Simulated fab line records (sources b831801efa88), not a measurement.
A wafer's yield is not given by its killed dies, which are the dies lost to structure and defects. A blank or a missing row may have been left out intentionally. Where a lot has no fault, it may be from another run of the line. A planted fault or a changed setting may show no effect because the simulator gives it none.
Which of the tools did it? | flow gf180mcu | 13 lots, 39 wafers sampled, at 6 steps of a route of 602

WHAT EACH GAUGE READ, for each wafer
GF_NWELL_OVL_MEAS_07.
lot  | measured    | on         | NWELL_OVL (nm)
L174 | day 3 06:53 | overlay-02 | 2.6 -0.3 0.4
L175 | day 3 12:32 | overlay-02 | -1.0 -1.2 1.5
L176 | day 3 17:15 | overlay-02 | 0.7 0.7 2.0
L178 | day 4 10:19 | overlay-01 | -1.5 -2.3 0.0
L179 | day 4 15:04 | overlay-02 | 0.6 -2.2 -1.0
L181 | day 4 23:23 | overlay-01 | 0.6 -2.3 0.8
L184 | day 5 15:44 | overlay-01 | 0.9 0.8 1.3
L185 | day 5 22:01 | overlay-02 | -1.9 -0.1 -1.8
L186 | day 6 03:29 | overlay-02 | -1.6 -1.7 -2.1
L187 | day 6 07:53 | overlay-01 | 1.2 0.7 0.5
L188 | day 6 11:14 | overlay-01 | - - -
L189 | day 6 16:59 | overlay-01 | -1.5 -1.1 -2.4
L197 | day 8 14:51 | overlay-02 | -0.9 -1.8 -0.3

GF_NWELL_TW_MEAS_11.
lot  | measured    | on           | NWELL_TW
L174 | day 3 07:19 | filmMetro-02 | 1567 1576 1573
L175 | day 3 12:58 | filmMetro-01 | 1565 1556 1569
L176 | day 3 17:41 | filmMetro-01 | 1557 1564 1567
L178 | day 4 10:46 | filmMetro-02 | 1575 1571 1569
L179 | day 4 15:30 | filmMetro-01 | 1566 1565 1571
L181 | day 4 23:50 | filmMetro-01 | 1568 1565 1578
L184 | day 5 16:11 | filmMetro-02 | 1580 1580 1576
L185 | day 5 22:28 | filmMetro-02 | 1572 1570 1577
L186 | day 6 03:55 | filmMetro-02 | 1573 1578 1575
L187 | day 6 08:20 | filmMetro-02 | 1582 1582 1590
L188 | day 6 11:41 | filmMetro-02 | 30 30 30
L189 | day 6 17:25 | filmMetro-01 | 1555 1570 1556
L197 | day 8 15:17 | filmMetro-02 | 1573 1573 1578

GF_LVPWELL_TW_MEAS_11.
lot  | measured    | on           | LVPWELL_TW
L174 | day 3 20:25 | filmMetro-02 | 562 561 562
L175 | day 4 02:40 | filmMetro-04 | 547 550 550
L176 | day 4 06:58 | filmMetro-02 | 563 562 563
L178 | day 5 01:04 | filmMetro-04 | 554 552 553
L179 | day 5 05:52 | filmMetro-04 | 551 551 552
L181 | day 5 14:23 | filmMetro-02 | 561 564 558
L184 | day 6 07:22 | filmMetro-04 | 555 553 550
L185 | day 6 13:38 | filmMetro-02 | 560 565 563
L186 | day 6 19:02 | filmMetro-01 | 554 557 559
L187 | day 7 00:02 | filmMetro-04 | 551 553 554
L188 | day 7 03:10 | filmMetro-01 | 1583 1594 1598
L189 | day 7 11:05 | filmMetro-02 | 558 560 559
L197 | day 9 07:57 | filmMetro-01 | 560 554 563

GF_SALICIDE_THK_MEAS_05: measures by xrf.
lot  | measured     | on           | SALICIDE_TIN_THK (nm)
L174 | day 15 02:14 | filmMetro-03 | 20.30 20.04 20.27
L175 | day 15 10:21 | filmMetro-02 | 20.17 20.22 19.63
L176 | day 15 16:04 | filmMetro-02 | 19.54 19.72 19.82
L178 | day 16 22:04 | filmMetro-02 | 19.88 20.07 20.23
L179 | day 17 04:16 | filmMetro-03 | 20.57 20.06 20.64
L181 | day 17 17:25 | filmMetro-02 | 19.75 19.89 19.96
L184 | day 19 05:49 | filmMetro-03 | 20.21 20.26 20.23
L185 | day 19 12:25 | filmMetro-03 | 20.13 20.24 19.90
L186 | day 19 20:00 | filmMetro-02 | 20.32 19.98 19.99
L187 | day 20 02:28 | filmMetro-02 | 20.10 19.97 19.95
L188 | day 20 03:03 | filmMetro-03 | 20.19 20.20 20.24
L189 | day 20 18:56 | filmMetro-02 | 20.72 20.42 20.75
L197 | day 23 08:17 | filmMetro-01 | 20.43 19.97 20.05

WHAT TOOL EACH LOT RAN ON (gives the tool, then ch and the chambers of the sampled wafers, and finally the start)
lot  | GF_NWELL_EXPOSE_04                | GF_MVPSD_STRIP_10
L174 | ilineStepper-02 ch 0, day 3 00:37 | plasmaAsher-03 ch 0,1, day 5 00:40
L175 | ilineStepper-02 ch 0, day 3 06:37 | plasmaAsher-03 ch 0,1, day 5 07:31
L176 | ilineStepper-02 ch 0, day 3 11:20 | plasmaAsher-04 ch 0,1, day 5 11:40
L178 | ilineStepper-01 ch 0, day 4 03:19 | plasmaAsher-04 ch 0,1, day 6 06:57
L179 | ilineStepper-01 ch 0, day 4 08:43 | plasmaAsher-04 ch 0,1, day 6 11:49
L181 | ilineStepper-02 ch 0, day 4 16:14 | plasmaAsher-04 ch 0,1, day 6 20:31
L184 | ilineStepper-01 ch 0, day 5 08:23 | plasmaAsher-04 ch 0,1, day 7 14:48
L185 | ilineStepper-01 ch 0, day 5 15:13 | plasmaAsher-04 ch 0,1, day 7 21:00
L186 | ilineStepper-02 ch 0, day 5 20:19 | plasmaAsher-03 ch 0,1, day 8 01:52
L187 | ilineStepper-01 ch 0, day 6 00:25 | plasmaAsher-02 ch 0,1, day 8 08:45
L188 | ilineStepper-02 ch 0, day 6 03:58 | plasmaAsher-04 ch 0,1, day 8 11:05
L189 | ilineStepper-01 ch 0, day 6 09:37 | plasmaAsher-02 ch 0,1, day 8 19:48
L197 | ilineStepper-02 ch 0, day 8 07:12 | plasmaAsher-04 ch 0,1, day 10 19:46
- GF_NWELL_EXPOSE_04: exposes mask Nwell, target cd 860 nm.
- GF_MVPSD_STRIP_10: strips in O2/N2.

AS READ BY THE TOOLS THEMSELVES (means over the sampled wafers that have a number; for cases with no such wafer, the mark the record gives instead)
GF_MVPSD_STRIP_10.
lot  | tool           | drypumpMotorCurrentA (A) | heaterPowerW (W) | oesProductAu (a.u.) | stripTimeToEndpointS (s)
L174 | plasmaAsher-03 | 5.6                      | 363              | 0.724               | 36.93
L175 | plasmaAsher-03 | 5.5                      | 366              | 0.721               | 36.95
L176 | plasmaAsher-04 | 5.8                      | 370              | 0.720               | 36.76
L178 | plasmaAsher-04 | 6.1                      | 374              | 0.722               | 37.09
L179 | plasmaAsher-04 | 6.2                      | 373              | 0.722               | 37.09
L181 | plasmaAsher-04 | 6.2                      | 375              | 0.724               | 37.03
L184 | plasmaAsher-04 | 5.8                      | 362              | 0.720               | 36.88
L185 | plasmaAsher-04 | 5.8                      | 367              | 0.724               | 37.04
L186 | plasmaAsher-03 | 5.6                      | 320              | 0.720               | 36.86
L187 | plasmaAsher-02 | 5.3                      | 366              | 0.724               | 36.79
L188 | plasmaAsher-04 | 5.8                      | 363              | 0.717               | 36.94
L189 | plasmaAsher-02 | 5.4                      | 357              | 0.723               | 36.95
L197 | plasmaAsher-04 | 6.2                      | 373              | 0.722               | 36.91

THE ANSWER, worked out from the rows above alone
Rule: the usual values come from the lots themselves. The widest of any qualifying gaps counts: lots, ordered by their means at a reading, are off when they make up no more than a third of the lots, leave a main group of 4 or more, and stand apart from it by 3 or more times the standard deviation of that group's means. The tables above print the reading to a certain number of digits; a main group whose means all agree to those digits is not used. Also off: a lot with no number at a reading for which 4 or more lots have one. Where the step has rows for the other lots, those lots are counted as sound. Order of review: gauges by route order, followed by the tools' own readings, for which a lot's mean as printed above is used. The first step at which some lot is off is used, and at that step the reading that is off furthest; a lot without a number counts as furthest.
Off: L188, seen at GF_NWELL_OVL_MEAS_07 (NWELL_OVL). Without a number there: L188. Main group: mean -0.4 nm, sd 1.
A tool fits if, at a process step before that reading, it ran every lot that is off, and no sound lot after the first of them. The gauges at GF_NWELL_OVL_MEAS_07 aren't tried: what is off there is off at GF_NWELL_TW_MEAS_11 too, on other tools, and a gauge's error can't cause that. Not one of the candidates tried fits.

WHAT THE SIMULATOR HAD INSERTED
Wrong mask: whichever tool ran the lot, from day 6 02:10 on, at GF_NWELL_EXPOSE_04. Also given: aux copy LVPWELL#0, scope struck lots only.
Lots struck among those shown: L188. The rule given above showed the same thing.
